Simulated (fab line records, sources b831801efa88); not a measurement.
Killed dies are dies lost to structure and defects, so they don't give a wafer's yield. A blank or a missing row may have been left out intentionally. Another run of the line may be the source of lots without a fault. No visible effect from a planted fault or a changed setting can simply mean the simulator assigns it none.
Comparing a struck lot with a sound one | flow gf180mcu | 37 out of 602 route steps
Sound: wafers L350.1, L350.4, L350.6. The struck wafers were L358.1, L358.2, L358.5. The cause comes at the end.
Each step with rows lists, per side, the tool, then ch with its chambers, then its first start. Under that, the readings that differ: sound wafers | struck wafers | difference of the means | sigmas: that difference in standard deviations of wafers without a fault.
alike: words and numbers the same on both sides, and readings whose means are apart by under 2 such deviations; not compared: readings that were withheld, readings missing a value for some wafer, numbers with overlapping values and no deviation given by the record, and bounds like >300 which may hide the same value.
Wherever a step has rows on one side only, a row that says differs or no value, or a row with sigmas, the two part there. Numbers that don't overlap but have no deviation are shown without sigmas and don't part them. A reading missing from all wafers of one side parts the sides only when that side holds two or more wafers.

first, 11 steps without rows for these wafers: GF_DUAL_GATE_DEHYDRATE_04 (time 60 s); GF_DUAL_GATE_HMDS_05 (prime time 60 s); GF_DUAL_GATE_COAT_06 (resist thk 1000 nm); GF_DUAL_GATE_SOFTBAKE_07 (time 60 s); GF_DUAL_GATE_EXPOSE_08 (exposes mask Dualgate, target cd 700 nm); GF_DUAL_GATE_PEB_09; GF_DUAL_GATE_DEVELOP_10 (develop time 60 s); GF_DUAL_GATE_WET_ETCH_12 (etches SiO2 in dHF, target depth 13 nm, time 260 s); GF_DUAL_GATE_STRIP_13 (strips in O2/N2); GF_DUAL_GATE_CLEAN_14 (cleans in SC1/SC2, time 150 s); GF_DUAL_GATE_OXIDATION_15 (stabilise 600 s, purge 300 s, target thk 7.098 nm).
GF_POLY_GATE_CVD_00: deposits poly-Si, target thk 200 nm, time 1200 s.
  sound on lpcvd-01 ch 1, day 10 22:31; struck on lpcvd-01 ch 0, day 13 09:25
reading                                      | sound           | struck            | difference | sigmas
model.poly-Si_of_POLY_GATE_CVD_00.thkNm (nm) | 198.8 198 199.5 | 106.1 104.8 106.9 | -92.8      | 
GF_POLY_GATE_THK_MEAS_01:
  sound on filmMetro-02, day 10 23:51; struck on filmMetro-02, day 13 11:25
reading                   | sound             | struck            | difference | sigmas
POLY_GATE_CVD_00_THK (nm) | 198.9 197.8 199.5 | 106.0 104.8 106.8 | -92.9      | -52
then, 9 steps without rows for these wafers: GF_POLY_GATE_DEHYDRATE_02 (time 60 s); GF_POLY_GATE_HMDS_03 (prime time 60 s); GF_POLY_GATE_COAT_04; GF_POLY_GATE_COAT_05 (resist thk 692.4 nm); GF_POLY_GATE_SOFTBAKE_06 (time 60 s); GF_POLY_GATE_EXPOSE_07 (exposes mask Poly2, target cd 280 nm); GF_POLY_GATE_PEB_08 (peb time 90 s); GF_POLY_GATE_DEVELOP_09 (develop time 60 s); GF_POLY_GATE_ETCH_12 (etches BARC in N2/H2).
GF_POLY_GATE_ETCH_13: etches poly-Si in HBr/Cl2, stops on SiO2, target depth 198.5 nm, time 69.6 s.
  sound on rieSi-01 ch 0,2,3, day 11 18:22; struck on rieSi-01 ch 1,2, day 14 08:22
reading                             | sound             | struck            | difference | sigmas
oesProductAu (a.u.)                 | 0.978 0.987 0.995 | 0.672 0.656 0.667 | -0.322     | -38
model.POLY_GATE.featureDepthNm (nm) | 191.2 193.6 199.5 | 106.1 104.8 106.9 | -88.8      | 
model.etch.depthNm (nm)             | 191.2 193.6 199.5 | 106.1 104.8 106.9 | -88.8      | 
  alike: chamberPressureMTorr, drypumpMotorCurrentA, throttleValvePct
  not compared: rfHoursCounterH
then, 12 steps without rows for these wafers: GF_POLY_GATE_STRIP_14 (strips in O2/N2); GF_POLY_GATE_CLEAN_15 (cleans in SC1/SC2, time 150 s); GF_POLY_GATE_OXIDATION_16 (stabilise 600 s, purge 300 s, target thk 4 nm); GF_HV_LDD_DEHYDRATE_00 (time 60 s); GF_HV_LDD_HMDS_01 (prime time 60 s); GF_HV_LDD_COAT_02 (resist thk 1000 nm); GF_HV_LDD_SOFTBAKE_03 (time 60 s); GF_HV_LDD_EXPOSE_04 (exposes mask Nplus LV AREA, target cd 400 nm); GF_HV_LDD_PEB_05; GF_HV_LDD_DEVELOP_06 (develop time 60 s); GF_HV_LDD_IMPLANT_09; GF_HV_LDD_STRIP_10 (strips in O2/N2).
-- the record jumps here: 7 days lie between the struck wafers' starts before and after (it left off in module HV_LDD and takes up again in module SALICIDE, whose first step shown is number 278 of the route) --
GF_SALICIDE_CLEAN_00: cleans in SC1/SC2, time 150 s.
  sound on wetBench-01 ch 0, day 18 07:00; struck on wetBench-02 ch 1, day 21 07:26
reading                                      | sound             | struck            | difference | sigmas
model.poly-Si_of_POLY_GATE_CVD_00.thkNm (nm) | 197.6 196.7 198.2 | 104.8 103.5 105.6 | -92.9      | 
  alike: tempC
GF_PASSIVATION_PROBE_99:
  sound wafers here have rows in the record (prober-01, day 31 15:08); struck ones have none

## WHERE THEY PART
First at GF_POLY_GATE_THK_MEAS_01; last, within this record, at GF_PASSIVATION_PROBE_99.

WHY: the cause the simulator had injected
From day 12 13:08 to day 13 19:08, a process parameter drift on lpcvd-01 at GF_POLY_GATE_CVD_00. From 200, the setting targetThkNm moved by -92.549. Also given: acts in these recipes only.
